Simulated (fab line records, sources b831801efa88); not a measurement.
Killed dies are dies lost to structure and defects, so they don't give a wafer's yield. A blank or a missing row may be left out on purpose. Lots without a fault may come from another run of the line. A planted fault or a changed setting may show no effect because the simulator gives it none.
A struck lot beside a sound one | flow sky130 | 17 steps out of a route of 708
Sound: wafers L173.2, L173.3, L173.5. Struck: wafers L179.4, L179.5, L179.6. The cause comes at the end.
At each step with rows: each side's tool, then ch and its chambers, then its first start. Under that, the readings that differ: sound wafers | struck wafers | difference of the means | sigmas: that difference in standard deviations of wafers without a fault.
alike: readings whose means differ by less than 2 such deviations, and words and numbers that are the same on both sides. not compared: withheld readings, readings that some wafer has no value for, bounds like >300 that may hide the same value, and numbers for which the record gives no deviation and whose values overlap.
The two part at a step that has a row with sigmas, a row that says differs or no value, or rows on one side only. Numbers that don't overlap but have no deviation are shown without sigmas and don't part them. A reading that every wafer of one side lacks parts them only if that side has two wafers or more.

SKY_FIELD_ISO_ETCH_15: etches the open film in CHF3/O2, stops on Si, target depth 180 nm, time 72 s.
  sound on rie_diel-01 ch 0,1,3, day 2 03:36; struck on rie_diel-04 ch 0,3, day 3 11:03
  alike: drypump_motor_current_A, oes_product_au, rf_fwd_power_W, throttle_valve_pct
  not compared: rf_hours_counter_h
SKY_FIELD_ISO_STRIP_16: strips in O2/N2.
  sound on plasma_asher-02 ch 0,1, day 2 03:40; struck on plasma_asher-02 ch 0,1, day 3 11:08
  alike: drypump_motor_current_A, n2_flow_sccm, o2_flow_sccm, oes_product_au, strip_time_to_endpoint_s
  not compared: rf_hours_counter_h
SKY_FIELD_ISO_ETCH_17: etches Si in HBr/Cl2/O2, target depth 342 nm, time 97.7 s.
  sound on rie_si-02 ch 0,1, day 2 03:46; struck on rie_si-02 ch 0,1,2, day 3 11:13
  alike: drypump_motor_current_A, oes_product_au, rf_fwd_power_W, throttle_valve_pct
  not compared: rf_hours_counter_h
then, 5 steps without rows for these wafers: SKY_FIELD_ISO_WET_ETCH_18 (etches Si3N4 in H3PO4, target depth 25 nm, time 286 s); SKY_FIELD_ISO_CLEAN_19 (cleans in SC1/SC2, time 150 s); SKY_FIELD_ISO_CLEAN_20 (cleans in dHF, time 20 s); SKY_FIELD_ISO_WET_ETCH_21 (etches SiO2 in dHF, target depth 20 nm, time 400 s); SKY_FIELD_ISO_OXIDATION_22 (stabilise 600 s, purge 300 s, target thk 10 nm).
SKY_FIELD_ISO_THK_MEAS_23:
  sound on film_metro-03, day 2 05:17; struck on film_metro-01, day 3 18:49
  alike: FIELD_ISO_OXIDATION_01_THK
then, 1 step without rows for these wafers: SKY_FIELD_ISO_CVD_24 (deposits SiO2, target thk 595 nm, time 99.2 s).
SKY_FIELD_ISO_THK_MEAS_25:
  sound on film_metro-01, day 2 05:25; struck on film_metro-03, day 3 18:56
  alike: FIELD_ISO_CVD_24_THK
then, 1 step without rows for these wafers: SKY_FIELD_ISO_ANNEAL_26 (time 1800 s).
SKY_FIELD_ISO_CMP_27: polishes, stops on Si3N4, t overpolish 16 s, target thk 457.8 nm.
  sound on cmp-02 ch 0,1, day 2 07:04; struck on cmp-02 ch 0,1,3, day 4 00:47
  no value came back on the struck wafers for any of 6 readings (edge_zone_pressure_frac, head_pressure_psi (psi) and others); on the sound wafers edge_zone_pressure_frac reads 0.998 0.992 0.998
  reading                                    | sound             | struck            | difference | sigmas
  model.SiO2_of_FIELD_ISO_CVD_24.thk_nm (nm) | 457.8 457.5 456.7 | 602.1 603.5 599.3 | +144.3     |
then, 2 steps without rows for these wafers: SKY_FIELD_ISO_WET_ETCH_28 (etches SiO2 in dHF, target depth 23.7 nm, time 47 s); SKY_FIELD_ISO_WET_ETCH_29 (etches Si3N4 in H3PO4, target depth 160 nm, time 1825 s).
SKY_FIELD_ISO_WET_ETCH_30: etches SiO2 in dHF, target depth 25 nm, time 50 s.
  sound on wet_bench-04 ch 2, day 2 07:54; struck on wet_bench-03 ch 2, day 4 01:29
  reading                                    | sound           | struck            | difference | sigmas
  model.SiO2_of_FIELD_ISO_CVD_24.thk_nm (nm) | 405 404.7 404.1 | 550.3 551.7 547.6 | +145.3     |
  alike: bath_heat_duty_pct
-- the record jumps here: 44 days lie between the struck wafers' starts before and after (it left off in module FIELD_ISO and takes up again in module PAD_OPEN, whose first step shown is number 708 of the route) --
SKY_PAD_OPEN_PROBE_99:
  sound on prober-02, day 45 02:26; struck on prober-02, day 47 13:37
  reading             | sound     | struck                                                                  | difference                   | sigmas
  hold                | - - -     | await_dispo/13.2h/scrap await_dispo/13.2h/scrap await_dispo/13.2h/scrap | no value on the sound wafers |
  killed_at_front_end | 24 19 10  | 429 429 411                                                             | +405                         | +88
  killed_dies         | 112 91 84 | 492 492 492                                                             | +396                         | +40
  killed_on_rim       | 21 15 17  | 96 96 96                                                                | +78                          | +22
  alike: killed_at_M0_to_M3, killed_at_M4_up, killed_at_contacts, killed_at_other, killed_open, killed_short

WHERE THEY PART
First at SKY_FIELD_ISO_CMP_27; last, within this record, at SKY_PAD_OPEN_PROBE_99.

WHY: what the simulator had put in
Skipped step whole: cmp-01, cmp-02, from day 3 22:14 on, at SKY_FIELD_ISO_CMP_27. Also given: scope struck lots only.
